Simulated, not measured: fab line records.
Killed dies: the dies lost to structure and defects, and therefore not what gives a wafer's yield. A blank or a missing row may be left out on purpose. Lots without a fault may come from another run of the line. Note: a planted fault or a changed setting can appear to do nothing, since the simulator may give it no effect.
Code-filled problem report in 8D (eight disciplines) form || flow gf180mcu || the parts of the form that need people (team, actions taken, sign-off) are left out

## 1. WHAT IS WRONG
STI_CVD_23_THK at GF_STI_THK_MEAS_24 reads a mean of 1156 nm on 1 wafer of 1 lot; wafers without a fault read 650 nm with a standard deviation of 5.6. That puts it +90 standard deviations away from the usual mean.
Seen first at day 6 08:37 on film metro-02, wafer L125.1. The record has a number at this step for 39 wafers belonging to 13 lots. Rule for "out", or "out of limits": more than 4 standard deviations from the usual mean. The other wafers with a number count as sound.

## 2. WHAT IT IS AND WHAT IT IS NOT
{"question": "which readings at this step", "is": "STI_CVD_23_THK", "is not": "-"}
{"question": "which lots", "is": "L125", "is not": "L107, L108, L110, L111, L113, L116, L117, L118, L119, L122, L128, L129"}
{"question": "which wafers of those lots", "is": "L125.1", "is not": "L125.4, L125.6"}
{"question": "read on which gauges", "is": "film metro-02", "is not": "film metro-03, film metro-04"}
{"question": "when", "is": "from day 6 08:37", "is not": "up to then (32 sound wafers); but 6 sound wafers of L128, L129 came after"}

## 3. SUSPECTS, AND WHAT RULES EACH OUT
Counting: any tool at a process step up to the reading remains a suspect provided it ran every lot that is out. Sound lots after the first of them don't rule it out here, since some wafers of a struck lot are sound.
- the gauge at GF_STI_THK_MEAS_24 is ruled out. All the wafers that are out were read on film metro-02, but those of them that GF_STI_CMP_25 has rows for are out there too, on other tools.
- hdpcvd-01 at GF_STI_CVD_23 (deposits SiO2, target thk 650 nm, time 108.3 s): kept. The lot that is out, L125, ran on it at day 6 08:32; the last sound lot it ran before that was L119, at day 4 23:11.
Left after counting: hdpcvd-01 at GF_STI_CVD_23.

## 4. THE CAUSE (what the simulator had put in)
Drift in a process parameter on hdpcvd-01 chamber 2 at GF_STI_CVD_23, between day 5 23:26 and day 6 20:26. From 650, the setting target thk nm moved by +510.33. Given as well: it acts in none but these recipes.
This tool alone remained once counting was done.

## 5. SEQUENCE OF EFFECTS, ordered by route
One row per reading whose mean, taken over the struck wafers that have a number, lies over 3 standard deviations from the usual. Only readings whose record carries a usual standard deviation are examined. hours: median over the lots of the time between each lot's start at the first step of this table that gives one and its start at this step. sigmas: the change, counted in usual standard deviations.
{"hours": 0, "step": "GF_STI_THK_MEAS_24", "reading": "STI_CVD_23_THK", "usual": "650 nm", "on struck wafers": 1156, "change": "+506", "sigmas": "+90"}
{"hours": 4, "step": "GF_STI_CMP_25", "reading": "time to endpoint s", "usual": "124 s", "on struck wafers": 221, "change": "+97", "sigmas": "+22"}
Process steps it contains:
- GF_STI_CMP_25: polishes, stops on Si3N4, t overpolish 33 s, target thk 524.6 nm.
Later steps that measure or inspect, where all struck wafers having a row at the step show a number for every such reading and not one has moved that far: GF_LVPWELL_OVL_MEAS_07, GF_VT_IMPLANT_RS_MEAS_46.

## 6. WHAT WOULD HAVE CAUGHT IT SOONER
The first out-of-limits reading at a measuring or inspecting step in this record came at day 6 08:37, 9 hours after the fault's start at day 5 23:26.
Each of the lots that are out, 1 in all, had begun GF_STI_CVD_23 on hdpcvd-01 no later than day 6 08:37. None of them would have been spared by holding the tool at that moment.
